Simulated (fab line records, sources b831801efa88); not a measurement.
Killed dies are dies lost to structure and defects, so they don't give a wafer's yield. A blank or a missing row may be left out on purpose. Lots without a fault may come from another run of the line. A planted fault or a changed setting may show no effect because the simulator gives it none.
fab line records | flow sky130
record lots=4 wafers=12 last_day=50
route steps=708 shown GATE_OXIDE@192 POLY_GATE@204 RES_PROTECT@207 PAD_OPEN@708
lots that met no fault: from a run of the same line without faults
start_h: hours from the record's first day to the start of the lot's first wafer shown | wait_h: hours since the lot's step before | " the same as in the row above | L1.1+2: a row that stands for several wafers | - no value, or no start given | * or withheld: withheld | < > ~ a bound
route shown NAME@n: a module of which the file shows steps, and the number in the route of the first | usual: mean/standard deviation of fault-free wafers | same: alike in all rows | chamber/n: place in a boat | sites: the reading at each site | _std_site: their standard deviation | _edge_site: outer sites' mean less inner sites' | radius_mm: how far each site lies from the wafer's centre | mask NAME#n: copy n | behind: the tool/chamber that last shaped the wafer | hold: why the lot was held/for how many hours/how that ended | device: the transistor (n, p or np) that didn't switch | end of line: the same wafers' tests at the end of the route | a step without rows: its recipe alone | killed: dies lost to structure and defects at the first sort, not the wafer's yield | map: a wafer's dies, x killed, . not, _ none there
set.NAME: the setting as run; set.NAME@STEP: as run at that earlier step | model.NAME: the simulator's own value behind a step, which no gauge read
lots at some steps of the route; a table a step, a row a wafer
services: from which hour (start_h, from the record's first day; less than 0 if before it) a tool's chamber was out of use, for how many hours, and why
## steps
# step SKY_GATE_OXIDE_COAT_05
# recipe resist=NOVOLAK spin_rpm=3000 resist_thk_nm=1140
# step SKY_GATE_OXIDE_SOFTBAKE_06
# recipe temp_c=90 time_s=60 resist=NOVOLAK
# step SKY_GATE_OXIDE_EXPOSE_07
# recipe mask_id=LVOM na=0.6 source_shape=conventional sigma_outer=0.6 polarization=unpolarized target_cd_nm=600 dose_mj=170
# step SKY_GATE_OXIDE_PEB_08
# recipe temp_c=withheld time_s=* resist=NOVOLAK
# step SKY_GATE_OXIDE_DEVELOP_09
# recipe resist=NOVOLAK developer=TMAH develop_time_s=60 dev_temp_c=23
# step SKY_GATE_OXIDE_IMPLANT_11
# recipe species=B energy_kev=10 dose_cm2=2.6e+12 tilt_deg=withheld
# step SKY_GATE_OXIDE_WET_ETCH_12
# recipe chemistry=dHF target_depth_nm=16.8 dry=n2_spin target=SiO2 dilution=100:1 temp_c=25 time_s=336
# step SKY_GATE_OXIDE_STRIP_13
# recipe chemistry=O2/N2 power_w=1400 pressure_mtorr=1500 platen_temp_c=withheld o2_flow_sccm=3000 n2_flow_sccm=300 overash_fraction=0.5
# step SKY_GATE_OXIDE_CLEAN_15
# recipe chemistry=SC1/SC2 mix=1:4:20 temp_c=70 time_s=150 dry=n2_spin
# step SKY_GATE_OXIDE_OXIDATION_16
# recipe temp_c=800 ambient=O2 idle_temp_c=700 ramp_up_c_per_min=10 ramp_down_c_per_min=3 stabilise_s=600 purge_s=300 target_thk_a=35.7 ox_time_s=1915
# step SKY_POLY_GATE_CVD_00
# recipe material=poly-Si target_thk_nm=180 temp_c=620 time_s=720 pressure_mtorr=200
# usual spike_tc_centre_C=619.4/1.1 spike_tc_lower_C=620.4/1 spike_tc_upper_C=618.7/1.2 zone_power_top_pct=18.1/0.59
# columns lot.wafer tool chamber start_h wait_h spike_tc_centre_C spike_tc_lower_C spike_tc_upper_C zone_power_top_pct model.poly-Si_of_POLY_GATE_CVD_00.thk_nm
L298.1 lpcvd-01 0 379.01 0.0 612.1 612.7 611.5 17.0 145.9
L298.2 " 0 " " 612.9 611.6 608.2 17.4 143.2
L298.5 " 0 " " 612.2 612.7 609.5 17.2 146.1
L299.1 lpcvd-01 0 386.33 0.0 611.9 613.1 610.1 17.2 150
L299.2 " 0 " " 612.4 611.8 611.1 17.1 150.5
L299.4 " 0 " " 611.0 611.6 610.1 17.2 151.3
L308.1 lpcvd-01 0 466.57 0.0 619.5 620.9 617.9 17.6 184.3
L308.3 " 0 " " 620.3 619.3 618.9 17.6 184.3
L308.5 " 0 " " 620.3 620.3 616.7 17.5 185.4
L312.4 lpcvd-01 1 492.28 0.0 621.4 619.2 617.6 18.6 180.5
L312.5 " 1 " " 618.1 620.2 619.2 18.5 182.1
L312.6 " 1 " " 619.2 620.1 617.2 18.8 181.2
# step SKY_POLY_GATE_THK_MEAS_01
# recipe reads=poly-Si_of_POLY_GATE_CVD_00
# usual POLY_GATE_CVD_00_THK=181.1/2.1
# columns lot.wafer tool chamber start_h wait_h hold POLY_GATE_CVD_00_THK[nm]
L298.1 film_metro-03 - 380.21 0.0 await_dispo/0.2h/release 145.8
L298.2 " - " " await_dispo/0.2h/release 143.3
L298.5 " - " " await_dispo/0.2h/release 146.0
L298.1 film_metro-03 - 380.53 0.3 - 145.9
L298.2 " - " " - 143.3
L298.5 " - " " - 146.0
L299.1 film_metro-03 - 387.53 0.0 await_dispo/0.2h/release 150.0
L299.2 " - " " await_dispo/0.2h/release 150.4
L299.4 " - " " await_dispo/0.2h/release 151.4
L299.1 film_metro-03 - 387.76 0.2 - 150.1
L299.2 " - " " - 150.4
L299.4 " - " " - 151.3
L308.1 film_metro-04 - 467.77 0.0 - 184.4
L308.3 " - " " - 184.2
L308.5 " - " " - 185.4
L312.4 film_metro-03 - 493.51 0.0 - 180.5
L312.5 " - " " - 182.2
L312.6 " - " " - 181.3
# step SKY_RES_PROTECT_HMDS_01
# recipe prime_time_s=60 prime_temp_c=120
# step SKY_RES_PROTECT_COAT_02
# recipe resist=NOVOLAK spin_rpm=3000 resist_thk_nm=1140
# step SKY_RES_PROTECT_SOFTBAKE_03
# recipe temp_c=90 time_s=60 resist=NOVOLAK
# step SKY_RES_PROTECT_EXPOSE_04
# recipe mask_id=RPM na=0.6 source_shape=conventional sigma_outer=0.6 polarization=unpolarized target_cd_nm=1270 dose_mj=131
# step SKY_RES_PROTECT_PEB_05
# recipe temp_c=withheld time_s=* resist=NOVOLAK
# step SKY_RES_PROTECT_DEVELOP_06
# recipe resist=NOVOLAK developer=TMAH develop_time_s=60 dev_temp_c=23
# step SKY_POLY_GATE_IMPLANT_02
# recipe species=P energy_kev=30 dose_cm2=7.7e+15 tilt_deg=0
# step SKY_RES_PROTECT_STRIP_07
# recipe chemistry=O2/N2 power_w=1400 pressure_mtorr=1500 platen_temp_c=withheld o2_flow_sccm=3000 n2_flow_sccm=300 overash_fraction=0.5
# step SKY_RES_PROTECT_CLEAN_09
# recipe chemistry=SC1/SC2 mix=1:4:20 temp_c=70 time_s=150 dry=n2_spin
# usual bath_guard_temp_C=70.0/0.48 temp_c=69.99/0.12
# columns lot.wafer tool chamber start_h wait_h bath_guard_temp_C temp_c model.poly-Si_of_POLY_GATE_CVD_00.thk_nm
L298.1 wet_bench-02 2 409.39 0.1 69.5 70.01 145.3
L298.2 " 2 " " 69.3 70.06 142.6
L298.5 " 2 " " 69.3 69.85 145.4
L299.1 wet_bench-04 0 416.50 0.1 70.0 70.12 149.4
L299.2 " 0 " " 69.9 70.00 149.9
L299.4 " 0 " " 69.7 70.14 150.7
L308.1 wet_bench-04 2 498.30 0.1 70.1 70.02 183.7
L308.3 " 2 " " 69.8 69.99 183.6
L308.5 " 2 " " 69.5 70.08 184.8
L312.4 wet_bench-04 3 524.10 0.0 70.3 70.05 179.9
L312.5 " 3 " " 70.1 70.01 181.5
L312.6 " 3 " " 69.8 69.90 180.6
# step SKY_POLY_GATE_CVD_03
# recipe material=Si3N4 precursor=DCS/NH3 target_thk_nm=75 temp_c=770 time_s=1290 pressure_mtorr=250
# step SKY_POLY_GATE_DEHYDRATE_05
# recipe temp_c=200 time_s=60
# step SKY_POLY_GATE_HMDS_06
# recipe prime_time_s=60 prime_temp_c=120
# step SKY_POLY_GATE_COAT_07
# recipe resist=BARC temp_c=withheld time_s=withheld spin_rpm=3000 resist_thk_nm=110
# step SKY_POLY_GATE_COAT_08
# recipe resist=KrF-thick spin_rpm=3000 resist_thk_nm=450
# step SKY_POLY_GATE_SOFTBAKE_09
# recipe temp_c=100 time_s=90 resist=KrF-thick
# step SKY_POLY_GATE_EXPOSE_10
# recipe mask_id=P1M na=0.68 source_shape=conventional sigma_outer=0.6 target_cd_nm=150 dose_mj=28
# step SKY_POLY_GATE_PEB_11
# recipe peb_temp_c=withheld peb_time_s=withheld resist=KrF-thick
# step SKY_POLY_GATE_DEVELOP_12
# recipe develop_time_s=60 resist=KrF-thick dev_temp_c=21
# step SKY_POLY_GATE_ETCH_15
# recipe chemistry=N2/H2 target=BARC ion_energy_ev=200 source_w=500 bias_w=100 pressure_mtorr=30 n2_flow_sccm=100 h2_flow_sccm=200 stop_on=SiO2 time_s=118.5 target_depth_a=1100
# step SKY_POLY_GATE_ETCH_16
# recipe stop_on=poly-Si chemistry=CH3F/O2 target=Si3N4 source_w=400 bias_w=80 pressure_mtorr=25 ch3f_flow_sccm=40 O2_flow_sccm=30 time_s=147.5 target_depth_a=750
# step SKY_POLY_GATE_ETCH_17
# recipe target_depth_nm=180 stop_on=SiO2 over_etch_frac=0.56667 chemistry=HBr/Cl2 target=poly-Si icp_w=400 bias_w=100 pressure_mtorr=10 HBr_flow_sccm=150 Cl2_flow_sccm=50 time_s=70.5
# usual bias_w=100.0/0.31 drypump_motor_current_A=5.7/0.64 oes_product_au=0.988/0.0077 rf_fwd_power_W=396.6/1.4 throttle_valve_pct=33.684/0.0094
# columns lot.wafer tool chamber start_h wait_h bias_w drypump_motor_current_A oes_product_au rf_fwd_power_W rf_hours_counter_h throttle_valve_pct model.etch.depth_nm model.POLY_GATE.feature_depth_nm
L298.1 rie_si-01 2 441.78 0.0 100.0 4.9 0.859 395.2 13 33.701 145.3 145.3
L298.2 " 3 " " 100.0 6.1 0.853 396.4 4 33.680 142.6 142.6
L298.5 " 1 " " 99.8 6.6 0.857 397.8 - 33.683 145.4 145.4
L299.1 rie_si-01 1 448.81 0.0 99.7 6.5 0.872 398.8 1 33.676 149.4 149.4
L299.2 " 3 " " 100.3 6.1 0.871 399.3 4 33.710 149.9 149.9
L299.4 " 0 " " 99.8 5.9 0.877 397.3 0 33.687 150.7 150.7
L308.1 rie_si-02 3 530.68 0.0 100.4 5.5 0.995 397.4 0 33.703 180.9 180.9
L308.3 " 2 " " 100.0 4.8 0.995 397.1 10 33.705 179.9 179.9
L308.5 " 0 " " 99.8 6.6 0.988 396.2 - 33.673 177.8 177.8
L312.4 rie_si-02 2 555.38 0.0 99.8 4.8 0.997 399.6 10 33.678 179.9 179.9
L312.5 " 1 " " 100.5 5.9 1.001 397.2 - 33.676 181.5 181.5
L312.6 " 0 " " 99.7 6.6 0.981 394.5 - 33.679 178.6 178.6
# step SKY_POLY_GATE_STRIP_18
# recipe chemistry=O2/N2 power_w=1400 pressure_mtorr=1500 platen_temp_c=withheld o2_flow_sccm=3000 n2_flow_sccm=300 overash_fraction=0.5
# step SKY_PAD_OPEN_PROBE_99
# usual killed_at_M0_to_M3=44/6.6 killed_at_M4_up=3.4/1.9 killed_at_contacts=25/5.6 killed_at_front_end=15/4.6 killed_at_other=0.3/0.6 killed_dies=88/9.5 killed_on_rim=17/3.8 killed_open=47/7.1 killed_short=40/6.4
# same gross_dies=492 killed_at_back_side=0
# columns lot.wafer tool chamber start_h wait_h killed_at_M0_to_M3 killed_at_M4_up killed_at_contacts killed_at_front_end killed_at_other killed_dies killed_on_rim killed_open killed_short model.etest.res_high_po.line_ohm_um model.etest.res_poly.line_ohm_um model.etest.tip_sonos.rs_ohm_sq model.etest.res_high_po.rs_ohm_sq model.etest.res_poly.rs_ohm_sq model.etest.cap_li_to_poly.c_af_um2
L298.1 prober-02 - 1121.08 0.1 39 5 28 19 0 91 27 48 43 884.5 608.1 2586 312.9 58.81 90.52
L298.2 prober-02 - 1121.13 0.1 34 3 20 13 0 70 16 35 35 908.5 600.3 2584 321.3 59.83 86.47
L298.5 prober-02 - 1121.28 0.2 39 4 25 22 0 90 22 45 45 873.6 597 2661 310 57.84 89.53
L299.1 prober-01 - 1126.59 0.1 38 7 30 14 0 89 21 59 30 844.6 610.5 2450 300.6 56.14 93.17
L299.2 prober-01 - 1126.64 0.1 53 5 26 18 1 103 14 52 50 864.3 598.7 2412 301 56.11 89.97
L299.4 prober-01 - 1126.74 0.2 51 3 34 16 1 105 16 60 44 860.8 608.1 2419 303.1 56.55 88.72
L308.1 prober-02 - 1182.44 0.1 39 5 20 16 1 81 11 46 35 709.1 488 2676 250.5 46.16 104.1
L308.3 prober-02 - 1182.54 0.2 40 3 13 11 0 67 12 40 27 741.3 508.6 2646 257.2 47.43 99.78
L308.5 prober-02 - 1182.64 0.2 39 4 29 16 1 89 13 47 42 713.4 496.3 2639 253.6 46.81 101.2
L312.4 prober-01 - 1189.81 0.2 51 5 26 19 1 102 21 46 56 722.5 487.5 2623 253.2 47.05 100
L312.5 prober-01 - 1189.86 0.2 32 5 24 14 0 75 15 34 41 714 467.1 2633 256.5 46.88 97.87
L312.6 prober-01 - 1189.91 0.2 45 2 31 15 0 93 13 51 42 733 483.5 2645 257 47.83 97.5
# killed by level:class
L298.1 VIA1:geometric_particle:open=15 CONTACT:geometric_particle:open=8 CONTACT:geometric_particle:short=7 FIELD_ISO:geometric_particle:short=6 FIELD_ISO:geometric_particle:open=5 LI_CONTACT:geometric_particle:open=5 METAL1:geometric_particle:short=5 LOCAL_INTERCONNECT:geometric_particle:short=4
L298.2 VIA1:geometric_particle:open=9 LI_CONTACT:geometric_particle:open=9 POLY_GATE:geometric_particle:short=6 METAL2:geometric_particle:short=6 VIA2:geometric_particle:open=6 CONTACT:geometric_particle:open=5 CONTACT:geometric_particle:short=4 FIELD_ISO:geometric_particle:short=3
L298.5 VIA1:geometric_particle:open=10 LI_CONTACT:geometric_particle:open=8 LOCAL_INTERCONNECT:geometric_particle:short=6 VIA2:geometric_particle:open=6 POLY_GATE:geometric_particle:short=5 POLY_GATE:geometric_particle:open=5 VIA1:geometric_particle:short=5 CONTACT:geometric_particle:short=5
L299.1 CONTACT:geometric_particle:open=13 VIA1:geometric_particle:open=12 LI_CONTACT:geometric_particle:open=8 VIA2:geometric_particle:open=8 CONTACT:geometric_particle:short=7 VIA3:geometric_particle:open=5 METAL4:geometric_particle:short=5 POLY_GATE:geometric_particle:short=4
L299.2 VIA1:geometric_particle:open=13 CONTACT:geometric_particle:open=11 VIA3:geometric_particle:open=9 FIELD_ISO:geometric_particle:short=7 LOCAL_INTERCONNECT:geometric_particle:short=6 METAL1:geometric_particle:short=6 VIA1:geometric_particle:short=5 METAL2:geometric_particle:short=5
L299.4 VIA1:geometric_particle:open=12 LI_CONTACT:geometric_particle:open=10 VIA2:geometric_particle:open=9 CONTACT:geometric_particle:open=8 LOCAL_INTERCONNECT:geometric_particle:short=8 METAL2:geometric_particle:short=8 METAL1:geometric_particle:short=6 CONTACT:geometric_particle:short=5
L308.1 CONTACT:geometric_particle:open=11 METAL1:geometric_particle:short=10 FIELD_ISO:geometric_particle:open=7 VIA1:geometric_particle:open=7 LI_CONTACT:geometric_particle:open=5 VIA3:geometric_particle:open=5 VIA2:geometric_particle:open=4 METAL1:geometric_particle:open=4
L308.3 VIA1:geometric_particle:open=9 VIA3:geometric_particle:open=8 CONTACT:geometric_particle:open=5 VIA2:geometric_particle:open=5 METAL2:geometric_particle:short=4 FIELD_ISO:geometric_particle:open=3 LI_CONTACT:geometric_particle:open=3 METAL1:geometric_particle:short=3
L308.5 CONTACT:geometric_particle:open=13 VIA1:geometric_particle:open=10 LI_CONTACT:geometric_particle:open=6 FIELD_ISO:geometric_particle:open=5 VIA1:geometric_particle:short=5 VIA2:geometric_particle:open=5 FIELD_ISO:geometric_particle:short=4 LOCAL_INTERCONNECT:geometric_particle:short=4
L312.4 CONTACT:geometric_particle:open=11 VIA1:geometric_particle:open=11 METAL3:geometric_particle:short=8 POLY_GATE:geometric_particle:short=7 VIA2:geometric_particle:open=7 METAL1:geometric_particle:short=7 METAL2:geometric_particle:short=6 CONTACT:geometric_particle:short=5
L312.5 CONTACT:geometric_particle:open=9 CONTACT:geometric_particle:short=6 VIA2:geometric_particle:open=6 POLY_GATE:geometric_particle:short=5 LI_CONTACT:geometric_particle:open=5 METAL1:geometric_particle:short=4 METAL2:geometric_particle:short=4 FIELD_ISO:geometric_particle:short=3
L312.6 VIA1:geometric_particle:open=11 CONTACT:geometric_particle:open=9 LOCAL_INTERCONNECT:geometric_particle:short=8 LI_CONTACT:geometric_particle:open=7 METAL1:geometric_particle:short=7 VIA3:geometric_particle:open=6 FIELD_ISO:geometric_particle:open=5 VIA2:geometric_particle:short=5
## services
# columns tool chamber start_h hours kind
rie_si-02 - 362.09 0.7 repair
lpcvd-01 - 371.71 6.0 pm
rie_si-01 - 385.28 14.6 pm
rie_si-02 - 400.57 0.6 repair
rie_si-01 0 412.18 - clean
rie_si-01 0 412.18 15.8 scheduled_down
rie_si-01 0 412.18 15.8 vent_cycle
rie_si-02 3 422.07 - clean
rie_si-02 3 422.07 17.6 scheduled_down
rie_si-02 3 422.07 17.6 vent_cycle
wet_bench-04 - 423.79 22.7 repair
lpcvd-01 - 531.22 2.8 pm
## key
first_sign step=SKY_POLY_GATE_CVD_00 reading=spike_tc_lower_C direction=down sigmas=8.2 usual=620.4 struck=612.2
effect step=SKY_POLY_GATE_CVD_00 reading=spike_tc_upper_C direction=down sigmas=7 usual=618.7 struck=610.1
effect step=SKY_POLY_GATE_THK_MEAS_01 reading=visit direction=added
effect step=SKY_POLY_GATE_THK_MEAS_01 reading=POLY_GATE_CVD_00_THK direction=down sigmas=15 usual=181.1 struck=147.8
effect step=SKY_POLY_GATE_ETCH_17 reading=oes_product_au direction=down sigmas=16 usual=0.988 struck=0.865
model_effect step=SKY_POLY_GATE_CVD_00 value=poly-Si_of_POLY_GATE_CVD_00.thk_nm without=178.4 struck=147.8
model_effect step=SKY_RES_PROTECT_CLEAN_09 value=poly-Si_of_POLY_GATE_CVD_00.thk_nm without=177.8 struck=147.2
model_effect step=SKY_POLY_GATE_ETCH_17 value=etch.depth_nm without=177.3 struck=147.2
model_effect step=SKY_PAD_OPEN_PROBE_99 value=etest.res_high_po.line_ohm_um without=735.4 struck=872.7
met_at SKY_POLY_GATE_CVD_00
struck_wafers L298.1,L298.2,L298.5,L299.1,L299.2,L299.4
tester_left_out L298,L299
fault kind=process_parameter_drift tool=lpcvd-01 chamber=0 onset_h=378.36 steps=SKY_POLY_GATE_CVD_00 channel=temp_c offset=* shape=step end_h=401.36 stated=*
# tester_left_out: of these lots the tester's yield and bins aren't shown, on N5 and GAA mostly nor the transistor test; their killed dies are dies lost to structure and defects alone, not to doping, threshold or leakage, so they don't give the yield
